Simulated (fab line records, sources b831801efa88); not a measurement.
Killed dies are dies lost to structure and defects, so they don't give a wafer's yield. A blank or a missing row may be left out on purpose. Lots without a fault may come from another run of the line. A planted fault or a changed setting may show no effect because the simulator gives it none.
fab line records | flow sfq_line
record lots=14 wafers=42 last_day=91
route steps=325 shown R5@226 C5@249 I6@277 M7@291
lots that met no fault: from a run of the same line without faults
start_h: hours from the record's first day to the start of the lot's first wafer shown | wait_h: hours since the lot's step before | " the same as in the row above | L1.1+2: a row that stands for several wafers | - no value, or no start given | * or withheld: withheld | < > ~ a bound
route shown NAME@n: a module of which the file shows steps, and the number in the route of the first | usual: mean/standard deviation of fault-free wafers | same: alike in all rows | chamber/n: place in a boat | sites: the reading at each site | _std_site: their standard deviation | _edge_site: outer sites' mean less inner sites' | radius_mm: how far each site lies from the wafer's centre | mask NAME#n: copy n | behind: the tool/chamber that last shaped the wafer | hold: why the lot was held/for how many hours/how that ended | device: the transistor (n, p or np) that didn't switch | end of line: the same wafers' tests at the end of the route | a step without rows: its recipe alone | killed: dies lost to structure and defects at the first sort, not the wafer's yield | map: a wafer's dies, x killed, . not, _ none there
set.NAME: the setting as run; set.NAME@STEP: as run at that earlier step | model.NAME: the simulator's own value behind a step, which no gauge read
steps of the route over a sample of lots; a table a step, a row a wafer
services: from which hour (start_h, from the record's first day; less than 0 if before it) a tool's chamber was out of use, for how many hours, and why
## steps
# step SFQ_TRILAYER_R5_STRIP_STRIP_140
# recipe gas=O2 power_w=200 platen_temp_c=40 overash_fraction=0.65 chemistry=O2 pressure_mtorr=50
# usual drypump_motor_current_A=5.7/0.51 he_backside_leak_sccm=3.5/0.36 oes_product_au=1.002/0.0098 platen_temp_c=39.99/0.12
# columns lot.wafer tool chamber start_h wait_h drypump_motor_current_A he_backside_leak_sccm oes_product_au platen_temp_c rf_hours_counter_h
L846.2 rie_metal-04 1 1468.88 0.0 6.3 3.3 0.991 39.99 9
L846.4 " 1 " " 6.2 3.1 1.004 40.08 -
L846.5 " 0 " " 6.2 3.4 1.006 39.92 -
L849.4 rie_metal-02 1 1478.68 0.2 5.1 3.6 1.006 40.04 -
L849.5 " 1 " " 5.1 6.1 1.003 39.90 -
L849.6 " 0 " " 6.3 3.4 1.002 40.06 -
L850.1 rie_metal-02 0 1482.08 0.0 6.3 3.7 0.997 39.76 106
L850.4 " 1 " " 5.1 3.5 1.014 39.94 -
L850.6 " 0 " " 6.3 3.5 1.004 39.80 -
L852.2 rie_metal-03 1 1501.53 0.0 5.3 3.4 0.977 39.84 12
L852.4 " 0 " " 5.5 3.3 0.999 40.16 -
L852.6 " 0 " " 5.5 3.2 0.997 40.00 -
L853.3 rie_metal-04 0 1512.06 0.2 6.2 3.6 1.000 40.00 -
L853.4 " 1 " " 6.2 3.2 0.997 40.08 -
L853.6 " 0 " " 6.2 3.5 0.997 39.96 -
L854.1 rie_metal-02 0 1514.26 0.0 6.3 3.2 1.017 39.81 110
L854.2 " 1 " " 5.1 3.6 1.016 40.09 49
L854.6 " 0 " " 6.3 3.4 1.011 39.89 -
L859.1 rie_metal-02 1 1571.03 0.0 5.1 3.8 1.005 39.97 59
L859.3 " 1 " " 5.1 3.6 1.005 39.83 -
L859.4 " 0 " " 6.3 3.5 1.000 40.00 -
L861.2 rie_metal-03 0 1580.34 0.0 5.4 3.2 1.006 40.13 54
L861.3 " 1 " " 5.2 3.4 0.978 39.96 -
L861.5 " 1 " " 5.3 3.4 0.984 40.14 -
L864.1 rie_metal-03 0 1597.18 0.1 5.5 3.2 1.000 39.76 55
L864.2 " 1 " " 5.3 3.5 0.974 40.16 28
L864.4 " 1 " " 5.2 3.2 0.974 40.23 -
L865.2 rie_metal-04 0 1612.74 0.0 6.2 3.6 1.007 40.06 101
L865.3 " 1 " " 6.2 3.4 1.001 39.92 -
L865.4 " 0 " " 6.2 3.8 1.010 40.02 -
L866.2 rie_metal-02 1 1620.07 0.0 5.1 3.7 1.002 40.14 67
L866.4 " 0 " " 6.3 3.5 1.003 39.95 -
L866.6 " 1 " " 5.1 3.6 1.002 40.09 -
L867.2 rie_metal-04 1 1628.39 0.0 6.2 3.4 1.016 40.06 28
L867.3 " 0 " " 6.2 3.7 1.009 39.89 -
L867.4 " 1 " " 6.2 3.3 1.003 40.12 -
L868.1 rie_metal-04 1 1630.79 0.0 6.2 3.3 1.018 39.78 29
L868.5 " 1 " " 6.2 3.3 1.008 39.85 -
L868.6 " 0 " " 6.2 3.4 1.010 40.14 -
L869.2 rie_metal-03 0 1637.99 0.0 5.5 3.3 1.014 39.86 61
L869.3 " 0 " " 5.5 3.3 1.012 40.04 -
L869.5 " 1 " " 5.2 3.4 1.005 40.13 -
# step SFQ_TRILAYER_C5_STRIP_STRIP_155
# recipe gas=O2 power_w=200 platen_temp_c=40 overash_fraction=0.65 chemistry=O2 pressure_mtorr=50
# usual drypump_motor_current_A=6.0/0.47 he_backside_leak_sccm=3.6/0.42 oes_product_au=1.001/0.011 platen_temp_c=39.99/0.12
# columns lot.wafer tool chamber start_h wait_h drypump_motor_current_A he_backside_leak_sccm oes_product_au platen_temp_c rf_hours_counter_h
L846.2 rie_metal-01 1 1594.71 - 6.6 3.8 0.999 39.84 87
L846.4 " 0 " " 5.5 3.8 0.989 39.86 -
L846.5 " 0 " " 5.5 3.7 0.998 40.07 -
L849.4 rie_metal-04 1 1602.11 - 6.2 3.3 1.012 40.00 -
L849.5 " 1 " " 6.2 3.3 1.010 39.96 -
L849.6 " 0 " " 6.2 3.5 1.012 40.19 -
L850.1 rie_metal-02 0 1604.31 - 6.3 3.4 1.006 40.08 120
L850.4 " 1 " " 5.1 3.6 1.004 39.89 -
L850.6 " 0 " " 6.3 3.1 1.009 39.96 -
L852.2 rie_metal-01 0 1617.64 - 5.5 3.7 0.998 39.83 20
L852.4 " 1 " " 6.6 3.8 0.988 40.04 -
L852.6 " 0 " " 5.5 3.6 0.982 39.91 -
L853.3 rie_metal-01 1 1622.76 - 6.5 3.6 0.991 39.94 -
L853.4 " 0 " " 5.5 3.7 0.991 40.10 -
L853.6 " 1 " " 6.6 3.7 0.987 39.90 -
L854.1 rie_metal-01 0 1634.36 - 5.5 3.7 0.974 39.98 23
L854.2 " 1 " " 6.6 3.7 0.977 40.04 93
L854.6 " 0 " " 5.5 3.6 0.981 39.93 -
L859.1 rie_metal-04 1 1692.64 - 6.2 3.2 0.997 39.89 37
L859.3 " 0 " " 6.2 3.4 1.008 40.00 -
L859.4 " 1 " " 6.2 3.2 0.988 39.90 -
L861.2 rie_metal-04 0 1698.89 - 6.2 6.9 1.018 40.12 112
L861.3 " 0 " " 6.2 3.4 1.020 40.06 -
L861.5 " 0 " " 6.2 3.6 1.005 39.95 -
L864.1 rie_metal-04 0 1715.69 - 6.2 3.6 1.000 39.84 114
L864.2 " 1 " " 6.2 3.3 0.999 39.91 40
L864.4 " 1 " " 6.2 3.4 0.995 40.00 -
L865.2 rie_metal-01 0 1727.69 - 5.5 3.7 0.986 40.19 33
L865.3 " 0 " " 5.5 3.6 0.977 39.88 -
L865.4 " 1 " " 6.5 3.8 1.004 39.83 -
L866.2 rie_metal-04 1 1735.01 - 6.2 3.4 1.010 40.06 42
L866.4 " 1 " " 6.2 3.4 1.025 40.12 -
L866.6 " 1 " " 6.2 3.4 1.016 40.05 -
L867.2 rie_metal-01 1 1741.01 - 6.6 3.8 1.000 40.17 104
L867.3 " 1 " " 6.6 3.9 0.988 40.21 -
L867.4 " 0 " " 5.5 3.5 0.975 39.86 -
L868.1 rie_metal-01 0 1744.61 - 5.5 3.7 0.986 39.78 34
L868.5 " 1 " " 6.6 4.0 0.988 40.13 -
L868.6 " 0 " " 5.5 3.7 0.986 39.75 -
L869.2 rie_metal-02 1 1748.47 - 5.1 3.8 1.000 40.00 84
L869.3 " 0 " " 6.3 3.4 1.004 40.07 -
L869.5 " 1 " " 5.1 3.6 0.994 39.97 -
# step SFQ_TRILAYER_I6_VIA_BARC_OPEN_VIA_ETCH_235
# recipe mask_material=PR chemistry=O2 target_depth_nm=125 target=BARC source_w=500 bias_w=80 pressure_mtorr=30 time_s=41.7
# usual bias_w=79.96/0.24 drypump_motor_current_A=5.8/0.51 oes_product_au=0.686/0.0052
# columns lot.wafer tool chamber start_h wait_h bias_w drypump_motor_current_A oes_product_au rf_hours_counter_h
L846.2 rie_diel-03 2 1822.90 0.0 79.60 5.7 0.683 16
L846.4 " 0 " " 80.50 5.7 0.681 13
L846.5 " 3 " " 79.91 5.9 0.690 -
L849.4 rie_diel-01 1 1828.90 0.0 79.84 6.1 0.682 16
L849.5 " 1 " " 80.42 6.0 0.685 -
L849.6 " 2 " " 79.40 6.4 0.682 -
L850.1 rie_diel-04 0 1833.70 0.0 79.67 5.7 0.688 11
L850.4 " 1 " " 79.72 4.7 0.678 16
L850.6 " 0 " " 79.65 5.7 0.688 -
L852.2 rie_diel-04 1 1843.30 0.0 79.88 4.7 0.687 16
L852.4 " 0 " " 79.74 5.7 0.678 11
L852.6 " 1 " " 80.16 4.7 0.683 -
L853.3 rie_diel-01 2 1847.43 0.0 68.95 6.4 0.681 2
L853.4 " 0 " " 68.75 6.0 0.687 2
L853.6 " 3 " " 69.11 6.1 0.687 -
L854.1 rie_diel-01 1 1855.83 0.0 68.54 6.0 0.683 17
L854.2 " 3 " " 68.64 6.2 0.696 2
L854.6 " 1 " " 68.65 6.0 0.684 -
L859.1 rie_diel-03 0 1902.97 0.0 79.78 5.8 0.686 14
L859.3 " 3 " " 79.95 5.9 0.695 17
L859.4 " 1 " " 79.85 4.9 0.681 5
L861.2 rie_diel-04 2 1906.57 0.0 80.02 6.5 0.696 5
L861.3 " 0 " " 80.07 5.7 0.690 13
L861.5 " 3 " " 79.74 6.1 0.689 -
L864.1 rie_diel-04 0 1919.89 0.0 79.99 5.7 0.691 13
L864.2 " 3 " " 79.57 6.1 0.687 20
L864.4 " 1 " " 80.27 4.7 0.679 17
L865.2 rie_diel-04 2 1934.29 0.0 79.56 6.5 0.688 5
L865.3 " 3 " " 79.80 6.1 0.683 20
L865.4 " 0 " " 80.05 5.7 0.687 13
L866.2 rie_diel-03 1 1937.89 0.0 79.89 4.9 0.693 5
L866.4 " 3 " " 80.31 5.9 0.691 17
L866.6 " 3 " " 80.17 5.9 0.677 -
L867.2 rie_diel-01 2 1942.69 0.0 80.06 6.4 0.682 3
L867.3 " 1 " " 79.71 6.0 0.691 18
L867.4 " 3 " " 79.81 6.2 0.671 3
L868.1 rie_diel-03 1 1947.49 0.0 80.02 4.9 0.682 5
L868.5 " 3 " " 79.93 5.8 0.685 -
L868.6 " 2 " " 79.96 5.6 0.691 -
L869.2 rie_diel-04 2 1948.69 0.0 80.14 6.5 0.687 6
L869.3 " 1 " " 79.87 4.7 0.683 17
L869.5 " 3 " " 80.04 6.1 0.693 -
# step SFQ_M7_OVL_MEAS_945
# usual M7_OVL=3/5.1
# columns lot.wafer tool chamber start_h wait_h M7_OVL[nm]
L846.2 overlay-01 - 1828.20 0.1 0
L846.4 " - " " 4
L846.5 " - " " 6
L849.4 overlay-01 - 1835.41 0.1 6
L849.5 " - " " 8
L849.6 " - " " -6
L850.1 overlay-01 - 1838.99 0.1 4
L850.4 " - " " -3
L850.6 " - " " 5
L852.2 overlay-01 - 1931.86 0.1 3
L852.4 " - " " 6
L852.6 " - " " 8
L853.3 overlay-01 - 1935.47 0.1 11
L853.4 " - " " 7
L853.6 " - " " 8
L854.1 overlay-01 - 1943.85 0.1 4
L854.2 " - " " 0
L854.6 " - " " -4
L859.1 overlay-02 - 2000.50 0.1 3
L859.3 " - " " 1
L859.4 " - " " 5
L861.2 overlay-02 - 2005.31 0.1 5
L861.3 " - " " -2
L861.5 " - " " -1
L864.1 overlay-02 - 2014.90 0.1 -3
L864.2 " - " " -1
L864.4 " - " " 0
L865.2 overlay-02 - 2026.07 0.1 4
L865.3 " - " " 0
L865.4 " - " " 4
L866.2 overlay-02 - 2027.27 0.1 4
L866.4 " - " " 7
L866.6 " - " " 11
L867.2 overlay-02 - 2028.47 0.1 1
L867.3 " - " " 4
L867.4 " - " " 6
L868.1 overlay-02 - 2030.86 0.1 4
L868.5 " - " " 11
L868.6 " - " " 8
L869.2 overlay-02 - 2032.19 0.1 0
L869.3 " - " " -6
L869.5 " - " " -3
## services
# columns tool chamber start_h hours kind
rie_diel-03 2 1461.58 9.4 repair
rie_metal-04 1 1474.47 11.9 repair
rie_diel-04 - 1492.29 0.9 repair
rie_diel-04 3 1499.84 11.6 repair
rie_metal-01 - 1511.03 1.4 pm
rie_diel-04 2 1513.81 8.2 repair
rie_metal-03 0 1514.09 16.6 repair
rie_diel-01 - 1523.21 2.8 pm
rie_metal-02 0 1535.27 1.0 repair
rie_metal-02 - 1536.34 0.7 repair
rie_metal-01 0 1536.56 24.5 repair
rie_metal-04 - 1538.10 2.8 pm
rie_metal-02 0 1571.95 20.8 repair
rie_metal-02 - 1574.88 2.8 pm
rie_metal-01 - 1712.96 14.6 pm
rie_diel-04 3 1726.53 6.4 repair
rie_metal-02 1 1753.74 1.1 repair
rie_diel-04 0 1854.40 3.5 repair
rie_diel-04 2 1859.38 12.6 repair
rie_metal-04 - 1869.71 0.3 repair
rie_metal-04 - 1873.29 0.4 repair
rie_metal-01 - 1883.04 1.2 repair
rie_diel-04 3 1890.71 2.1 repair
rie_metal-02 0 1938.54 29.9 repair
## key
first_sign step=SFQ_TRILAYER_I6_VIA_BARC_OPEN_VIA_ETCH_235 reading=bias_w direction=down sigmas=47 usual=79.96 struck=68.77
effect none on later readings
met_at SFQ_TRILAYER_I6_VIA_BARC_OPEN_VIA_ETCH_235
struck_lots L853,L854
not_acting_at SFQ_TRILAYER_R5_STRIP_STRIP_140,SFQ_TRILAYER_C5_STRIP_STRIP_155,SFQ_M7_OVL_MEAS_945
onset_between 1828.90 1847.43
fault kind=process_parameter_drift tool=rie_diel-01 chamber=- onset_h=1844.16 steps=SFQ_TRILAYER_I6_VIA_BARC_OPEN_VIA_ETCH_235 channel=bias_w offset=-11.15 shape=step end_h=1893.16 acts_in=these_recipes_only stated=80
